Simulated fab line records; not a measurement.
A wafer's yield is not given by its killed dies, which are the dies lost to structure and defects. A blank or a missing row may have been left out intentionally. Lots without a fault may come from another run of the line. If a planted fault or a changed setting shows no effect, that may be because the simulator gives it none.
fab line records + flow gf180mcu
record
- lots=14
- wafers=40
- lastDay=34
route steps=602 shown NWELL@50 PSD@256 M2@367
lots that met no fault: taken from a fault-free run of the same line
startH: the number of hours between the record's first day and the start of the first shown wafer of the lot + waitH: time in hours since the lot's previous step + " repeats the value in the row above + L1.1+2: a row that stands for several wafers + - value missing, or start not given + * or withheld: withheld + < > ~ a bound
route shown NAME@n: a module of which the file shows steps, and the number in the route of the first + usual: the fault-free wafers' mean and standard deviation + same: alike in all rows + chamber/n: place in a boat + sites: per-site readings + _std_site: how widely they spread, as a standard deviation + _edge_site: mean of outer sites minus mean of inner sites + radiusMm: how far each site lies from the wafer's centre + mask NAME#n: copy n + behind: the most recent tool/chamber to have shaped the wafer + hold: why the lot was held/for how many hours/how that ended + device: the transistor (n, p or np) that didn't switch + end of line: tests run on the same wafers once the route is complete + where a step has no rows: the recipe by itself + killed: the dies lost at the first sort to structure and to defects; this is not the yield of the wafer + map: dies across one wafer; x = killed, . = not, _ = none there
set.NAME: the setting as run; set.NAME@STEP: as run at that earlier step + model.NAME: the simulator's own value behind a step, which no gauge read
steps of the route over a sample of lots; a table a step, a row a wafer
services: the hour from which a tool's chamber was out of use, counted from the record's first day as startH (under 0 if before that day), plus the number of hours and why
## steps
# step GF_NWELL_IMPLANT_08
# recipe
- species=P
- energyKev=450
- doseCm2=1.5e+13
- tiltDeg=0
| lot.wafer  | tool         | chamber | startH | waitH |
|------------|--------------|---------|--------|-------|
| L841.1+3+4 | implanter-03 | 0       | 55.04  | 0.0   |
| L843.2+3+4 | implanter-03 | 0       | 66.39  | 0.0   |
| L844.1+2+6 | implanter-03 | 0       | 71.93  | 0.0   |
| L845.1+3+5 | implanter-02 | 0       | 77.24  | 0.0   |
| L846.1+3+6 | implanter-02 | 0       | 81.88  | 0.0   |
| L848.4+5+6 | implanter-01 | 0       | 91.80  | 0.1   |
| L851.1+3+4 | implanter-01 | 0       | 109.24 | 0.0   |
| L854.2+4   | implanter-01 | 0       | 128.64 | 0.0   |
| L855.1+5   | implanter-01 | 0       | 132.41 | 0.0   |
| L857.1+2+4 | implanter-02 | 0       | 141.51 | 0.0   |
| L858.3+5+6 | implanter-03 | 0       | 148.68 | 0.1   |
| L860.1+2+4 | implanter-03 | 0       | 159.36 | 0.0   |
| L861.1+4+5 | implanter-02 | 0       | 163.93 | 0.0   |
| L863.3+4+5 | implanter-02 | 0       | 175.93 | 0.1   |
# step GF_VT_IMPLANT_RS_MEAS_47
# recipe
- thkMeasGauge=four-point-probe
# usual
- NWELL_RS=487.8/1.3
| lot.wafer | tool         | chamber | startH | waitH | NWELL_RS[ohm/sq] |
|-----------|--------------|---------|--------|-------|------------------|
| L841.1    | filmMetro-02 | -       | 155.42 | 0.1   | 488.8            |
| L841.3    | "            | -       | "      | "     | 488.7            |
| L841.4    | "            | -       | "      | "     | 487.9            |
| L843.2    | filmMetro-04 | -       | 171.04 | 0.1   | 488.1            |
| L843.3    | "            | -       | "      | "     | 487.1            |
| L843.4    | "            | -       | "      | "     | 488.0            |
| L844.1    | filmMetro-03 | -       | 178.06 | 0.1   | 485.2            |
| L844.2    | "            | -       | "      | "     | 486.2            |
| L844.6    | "            | -       | "      | "     | 488.6            |
| L845.1    | filmMetro-03 | -       | 183.26 | 0.1   | 487.7            |
| L845.3    | "            | -       | "      | "     | 489.8            |
| L845.5    | "            | -       | "      | "     | 487.6            |
| L846.1    | filmMetro-02 | -       | 190.47 | 0.1   | 489.0            |
| L846.3    | "            | -       | "      | "     | 489.0            |
| L846.6    | "            | -       | "      | "     | 489.0            |
| L848.4    | filmMetro-02 | -       | 202.97 | 0.1   | 488.1            |
| L848.5    | "            | -       | "      | "     | 488.1            |
| L848.6    | "            | -       | "      | "     | 488.2            |
| L851.1    | filmMetro-04 | -       | 225.19 | 0.1   | 485.8            |
| L851.3    | "            | -       | "      | "     | 485.9            |
| L851.4    | "            | -       | "      | "     | 484.3            |
| L854.2    | filmMetro-04 | -       | 248.38 | 0.1   | 487.5            |
| L854.4    | "            | -       | "      | "     | 513.5            |
| L855.1    | filmMetro-02 | -       | 252.09 | 0.1   | 486.9            |
| L855.5    | "            | -       | "      | "     | 511.2            |
| L857.1    | filmMetro-02 | -       | 264.57 | 0.1   | 489.0            |
| L857.2    | "            | -       | "      | "     | 488.3            |
| L857.4    | "            | -       | "      | "     | 488.5            |
| L858.3    | filmMetro-04 | -       | 271.68 | 0.1   | 488.1            |
| L858.5    | "            | -       | "      | "     | 486.7            |
| L858.6    | "            | -       | "      | "     | 489.0            |
| L860.1    | filmMetro-04 | -       | 286.39 | 0.1   | 490.4            |
| L860.2    | "            | -       | "      | "     | 488.7            |
| L860.4    | "            | -       | "      | "     | 489.2            |
| L861.1    | filmMetro-04 | -       | 290.47 | 0.1   | 487.2            |
| L861.4    | "            | -       | "      | "     | 488.4            |
| L861.5    | "            | -       | "      | "     | 487.7            |
| L863.3    | filmMetro-02 | -       | 302.71 | 0.1   | 486.2            |
| L863.4    | "            | -       | "      | "     | 487.6            |
| L863.5    | "            | -       | "      | "     | 486.5            |
# step GF_PSD_OVL_MEAS_08
# usual
- PSD_OVL=0.0/1.3
| lot.wafer | tool       | chamber | startH | waitH | PSD_OVL[nm] |
|-----------|------------|---------|--------|-------|-------------|
| L841.1    | overlay-01 | -       | 314.11 | 0.1   | 1.5         |
| L841.3    | "          | -       | "      | "     | -0.8        |
| L841.4    | "          | -       | "      | "     | -0.6        |
| L843.2    | overlay-02 | -       | 329.47 | 0.1   | 0.5         |
| L843.3    | "          | -       | "      | "     | 0.3         |
| L843.4    | "          | -       | "      | "     | -0.6        |
| L844.1    | overlay-01 | -       | 339.87 | 0.1   | 1.2         |
| L844.2    | "          | -       | "      | "     | 0.1         |
| L844.6    | "          | -       | "      | "     | 0.8         |
| L845.1    | overlay-01 | -       | 345.97 | 0.1   | -0.9        |
| L845.3    | "          | -       | "      | "     | -1.9        |
| L845.5    | "          | -       | "      | "     | -0.6        |
| L846.1    | overlay-02 | -       | 354.37 | 0.1   | -0.7        |
| L846.3    | "          | -       | "      | "     | -0.7        |
| L846.6    | "          | -       | "      | "     | 1.1         |
| L848.4    | overlay-02 | -       | 370.49 | 0.1   | 2.0         |
| L848.5    | "          | -       | "      | "     | -0.1        |
| L848.6    | "          | -       | "      | "     | 0.2         |
| L851.1    | overlay-01 | -       | 407.12 | 0.1   | -0.4        |
| L851.3    | "          | -       | "      | "     | 0.0         |
| L851.4    | "          | -       | "      | "     | 0.1         |
| L854.2    | overlay-01 | -       | 437.23 | 0.1   | -0.6        |
| L854.4    | "          | -       | "      | "     | 0.3         |
| L855.1    | overlay-01 | -       | 439.83 | 0.1   | -2.6        |
| L855.5    | "          | -       | "      | "     | -1.8        |
| L857.1    | overlay-01 | -       | 460.47 | 0.1   | 0.5         |
| L857.2    | "          | -       | "      | "     | 1.5         |
| L857.4    | "          | -       | "      | "     | 1.0         |
| L858.3    | overlay-01 | -       | 463.48 | 0.1   | 0.3         |
| L858.5    | "          | -       | "      | "     | -0.7        |
| L858.6    | "          | -       | "      | "     | 2.4         |
| L860.1    | overlay-01 | -       | 489.92 | 0.1   | 1.2         |
| L860.2    | "          | -       | "      | "     | 0.9         |
| L860.4    | "          | -       | "      | "     | 0.6         |
| L861.1    | overlay-01 | -       | 491.61 | 0.1   | -0.6        |
| L861.4    | "          | -       | "      | "     | -0.5        |
| L861.5    | "          | -       | "      | "     | -2.5        |
| L863.3    | overlay-01 | -       | 507.28 | 0.1   | -1.0        |
| L863.4    | "          | -       | "      | "     | 0.2         |
| L863.5    | "          | -       | "      | "     | -1.6        |
# step GF_M2_RS_MEAS_05
# recipe
- thkMeasGauge=four-point-probe
- reads=TiN_of_M2_SPUTTER_04+Ti_of_M2_SPUTTER_03+AlCu_of_M2_SPUTTER_02+TiN_of_M2_SPUTTER_01+Ti_of_M2_SPUTTER_00
# usual
- M2_ALCU_RS=0.0697/0.00093
| lot.wafer | tool         | chamber | startH | waitH | M2_ALCU_RS[ohm/sq] |
|-----------|--------------|---------|--------|-------|--------------------|
| L841.1    | filmMetro-04 | -       | 406.84 | 0.0   | 0.0687             |
| L841.3    | "            | -       | "      | "     | 0.0690             |
| L841.4    | "            | -       | "      | "     | 0.0694             |
| L843.2    | filmMetro-02 | -       | 424.16 | 0.0   | 0.0715             |
| L843.3    | "            | -       | "      | "     | 0.0708             |
| L843.4    | "            | -       | "      | "     | 0.0710             |
| L844.1    | filmMetro-01 | -       | 435.84 | 0.0   | 0.0699             |
| L844.2    | "            | -       | "      | "     | 0.0707             |
| L844.6    | "            | -       | "      | "     | 0.0699             |
| L845.1    | filmMetro-04 | -       | 444.88 | 0.0   | 0.0696             |
| L845.3    | "            | -       | "      | "     | 0.0699             |
| L845.5    | "            | -       | "      | "     | 0.0699             |
| L846.1    | filmMetro-02 | -       | 454.73 | 0.0   | 0.0700             |
| L846.3    | "            | -       | "      | "     | 0.0703             |
| L846.6    | "            | -       | "      | "     | 0.0694             |
| L848.4    | filmMetro-04 | -       | 472.91 | 0.1   | 0.0695             |
| L848.5    | "            | -       | "      | "     | 0.0698             |
| L848.6    | "            | -       | "      | "     | 0.0698             |
| L851.1    | filmMetro-01 | -       | 509.39 | 0.0   | 0.0697             |
| L851.3    | "            | -       | "      | "     | 0.0697             |
| L851.4    | "            | -       | "      | "     | 0.0700             |
| L854.2    | filmMetro-04 | -       | 538.56 | 0.1   | 0.0697             |
| L854.4    | "            | -       | "      | "     | 0.0692             |
| L855.1    | filmMetro-02 | -       | 541.99 | 0.0   | 0.0696             |
| L855.5    | "            | -       | "      | "     | 0.0690             |
| L857.1    | filmMetro-02 | -       | 558.04 | 0.0   | 0.0689             |
| L857.2    | "            | -       | "      | "     | 0.0698             |
| L857.4    | "            | -       | "      | "     | 0.0687             |
| L858.3    | filmMetro-04 | -       | 562.95 | 0.1   | 0.0707             |
| L858.5    | "            | -       | "      | "     | 0.0701             |
| L858.6    | "            | -       | "      | "     | 0.0707             |
| L860.1    | filmMetro-04 | -       | 586.78 | 0.0   | 0.0678             |
| L860.2    | "            | -       | "      | "     | 0.0688             |
| L860.4    | "            | -       | "      | "     | 0.0687             |
| L861.1    | filmMetro-01 | -       | 587.81 | 0.0   | 0.0703             |
| L861.4    | "            | -       | "      | "     | 0.0708             |
| L861.5    | "            | -       | "      | "     | 0.0704             |
| L863.3    | filmMetro-02 | -       | 603.06 | 0.1   | 0.0696             |
| L863.4    | "            | -       | "      | "     | 0.0693             |
| L863.5    | "            | -       | "      | "     | 0.0697             |
# step GF_M2_STRIP_17
# recipe
- chemistry=O2/N2
- powerW=1400
- pressureMtorr=1500
- platenTempC=250
- o2FlowSccm=3000
- n2FlowSccm=300
- overashFraction=0.5
# usual
- drypumpMotorCurrentA=5.75/0.23
- heaterPowerW=341/33
- oesProductAu=0.538/0.0053
- stripTimeToEndpointS=7.39/0.061
| lot.wafer | tool           | chamber | startH | waitH | drypumpMotorCurrentA | heaterPowerW | oesProductAu | rfHoursCounterH | stripTimeToEndpointS |
|-----------|----------------|---------|--------|-------|----------------------|--------------|--------------|-----------------|----------------------|
| L841.1    | plasmaAsher-03 | 1       | 431.60 | 0.1   | 5.90                 | 372          | 0.533        | 72              | 7.30                 |
| L841.3    | "              | 0       | "      | "     | 5.61                 | 375          | 0.537        | -               | 7.34                 |
| L841.4    | "              | 1       | "      | "     | 5.90                 | 346          | 0.538        | -               | 7.31                 |
| L843.2    | plasmaAsher-01 | 1       | 448.60 | 0.1   | 5.65                 | 310          | 0.535        | 36              | 7.37                 |
| L843.3    | "              | 1       | "      | "     | 5.66                 | 303          | 0.538        | -               | 7.39                 |
| L843.4    | "              | 0       | "      | "     | 5.59                 | 295          | 0.540        | -               | 7.43                 |
| L844.1    | plasmaAsher-02 | 0       | 460.25 | 0.1   | 6.34                 | 367          | 0.541        | 71              | 7.39                 |
| L844.2    | "              | 1       | "      | "     | 5.62                 | 368          | 0.541        | 71              | 7.33                 |
| L844.6    | "              | 1       | "      | "     | 5.62                 | 373          | 0.533        | -               | 7.34                 |
| L845.1    | plasmaAsher-02 | 0       | 469.55 | 0.1   | 6.35                 | 361          | 0.534        | 72              | 7.32                 |
| L845.3    | "              | 0       | "      | "     | 6.34                 | 368          | 0.534        | -               | 7.32                 |
| L845.5    | "              | 1       | "      | "     | 5.64                 | 373          | 0.533        | -               | 7.37                 |
| L846.1    | plasmaAsher-03 | 1       | 479.24 | 0.1   | 5.91                 | 348          | 0.541        | 76              | 7.43                 |
| L846.3    | "              | 1       | "      | "     | 5.88                 | 352          | 0.543        | -               | 7.43                 |
| L846.6    | "              | 1       | "      | "     | 5.91                 | 358          | 0.541        | -               | 7.46                 |
| L848.4    | plasmaAsher-01 | 1       | 497.17 | 0.1   | 5.65                 | 303          | 0.547        | -               | 7.48                 |
| L848.5    | "              | 1       | "      | "     | 5.67                 | 304          | 0.542        | -               | 7.47                 |
| L848.6    | "              | 0       | "      | "     | 5.57                 | 296          | 0.545        | -               | 7.45                 |
| L851.1    | plasmaAsher-01 | 0       | 532.44 | 0.1   | 5.58                 | 301          | 0.532        | 45              | 7.41                 |
| L851.3    | "              | 0       | "      | "     | 5.55                 | 300          | 0.530        | -               | 7.44                 |
| L851.4    | "              | 1       | "      | "     | 5.66                 | 301          | 0.546        | -               | 7.43                 |
| L854.2    | plasmaAsher-01 | 1       | 560.44 | 0.1   | 5.65                 | 302          | 0.525        | 48              | 7.30                 |
| L854.4    | "              | 0       | "      | "     | 5.54                 | 299          | 0.540        | -               | 7.26                 |
| L855.1    | plasmaAsher-01 | 0       | 564.94 | 0.1   | 5.56                 | 295          | 0.532        | 48              | 7.30                 |
| L855.5    | "              | 1       | "      | "     | 5.65                 | 305          | 0.536        | -               | 7.35                 |
| L857.1    | plasmaAsher-03 | 1       | 579.95 | 0.1   | 5.89                 | 354          | 0.534        | 87              | 7.23                 |
| L857.2    | "              | 0       | "      | "     | 5.62                 | 386          | 0.532        | 87              | 7.36                 |
| L857.4    | "              | 1       | "      | "     | 5.91                 | 347          | 0.534        | -               | 7.32                 |
| L858.3    | plasmaAsher-01 | 0       | 584.47 | 0.2   | 5.59                 | 295          | 0.551        | -               | 7.43                 |
| L858.5    | "              | 0       | "      | "     | 5.58                 | 289          | 0.535        | -               | 7.43                 |
| L858.6    | "              | 1       | "      | "     | 5.65                 | 307          | 0.541        | -               | 7.42                 |
| L860.1    | plasmaAsher-01 | 0       | 608.18 | 0.1   | 5.56                 | 296          | 0.538        | 52              | 7.47                 |
| L860.2    | "              | 1       | "      | "     | 5.65                 | 315          | 0.537        | 52              | 7.42                 |
| L860.4    | "              | 1       | "      | "     | 5.65                 | 301          | 0.550        | -               | 7.50                 |
| L861.1    | plasmaAsher-03 | 0       | 608.88 | 0.1   | 5.60                 | 370          | 0.532        | 90              | 7.33                 |
| L861.4    | "              | 1       | "      | "     | 5.87                 | 361          | 0.539        | -               | 7.38                 |
| L861.5    | "              | 1       | "      | "     | 5.88                 | 351          | 0.542        | -               | 7.37                 |
| L863.3    | plasmaAsher-03 | 0       | 623.99 | 0.1   | 5.62                 | 369          | 0.536        | -               | 7.33                 |
| L863.4    | "              | 1       | "      | "     | 5.91                 | 352          | 0.543        | -               | 7.43                 |
| L863.5    | "              | 0       | "      | "     | 5.61                 | 365          | 0.532        | -               | 7.33                 |
## services
| tool           | chamber | startH | hours | kind   |
|----------------|---------|--------|-------|--------|
| plasmaAsher-03 | -       | 33.58  | 4.3   | pm     |
| implanter-03   | -       | 35.36  | 1.8   | repair |
| implanter-01   | -       | 65.95  | 4.2   | pm     |
| plasmaAsher-01 | -       | 84.37  | 4.1   | repair |
| plasmaAsher-01 | -       | 108.75 | 9.0   | pm     |
| implanter-03   | -       | 117.47 | 17.8  | pm     |
| implanter-01   | -       | 158.39 | 9.6   | pm     |
| implanter-01   | -       | 182.17 | 1.1   | repair |
| implanter-02   | -       | 201.80 | 3.9   | pm     |
| plasmaAsher-03 | -       | 232.16 | 11.8  | repair |
| plasmaAsher-01 | -       | 239.43 | 0.7   | repair |
| implanter-01   | -       | 282.58 | 2.1   | repair |
| implanter-01   | -       | 317.50 | 1.1   | repair |
| plasmaAsher-03 | -       | 334.14 | 38.8  | repair |
| plasmaAsher-03 | -       | 372.94 | 14.6  | pm     |
| implanter-01   | -       | 383.18 | 1.1   | repair |
| implanter-01   | -       | 386.67 | 2.8   | repair |
| implanter-03   | -       | 388.70 | 2.1   | repair |
| implanter-03   | -       | 392.79 | 3.1   | pm     |
| implanter-02   | -       | 396.84 | 4.7   | repair |
| implanter-01   | -       | 446.76 | 6.9   | repair |
| implanter-01   | -       | 506.13 | 4.2   | pm     |
| plasmaAsher-01 | -       | 520.39 | 2.8   | pm     |
| implanter-03   | -       | 619.43 | 19.8  | repair |
## key
firstSign
- step=GF_VT_IMPLANT_RS_MEAS_47
- reading=NWELL_RS
- direction=up
- sigmas=18
- usual=487.8
- struck=512.3
effect none on later readings
metAt GF_NWELL_IMPLANT_08
struckLots L854,L855
struckWafers L854.4,L855.5
testerLeftOut L854,L855
notActingAt GF_PSD_OVL_MEAS_08,GF_M2_RS_MEAS_05,GF_M2_STRIP_17
onsetBetween 109.24 128.64
fault
- kind=processParameterDrift
- tool=implanter-01
- chamber=-
- onsetH=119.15
- steps=GF_NWELL_IMPLANT_08
- channel=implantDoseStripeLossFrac
- offset=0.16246
- shape=step
- endH=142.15
- scope=struckWafersOnly
# testerLeftOut: of these lots the tester's yield and bins aren't shown, on N5 and GAA mostly nor the transistor test; their killed dies are dies lost to structure and defects alone, not to doping, threshold or leakage, so they don't give the yield
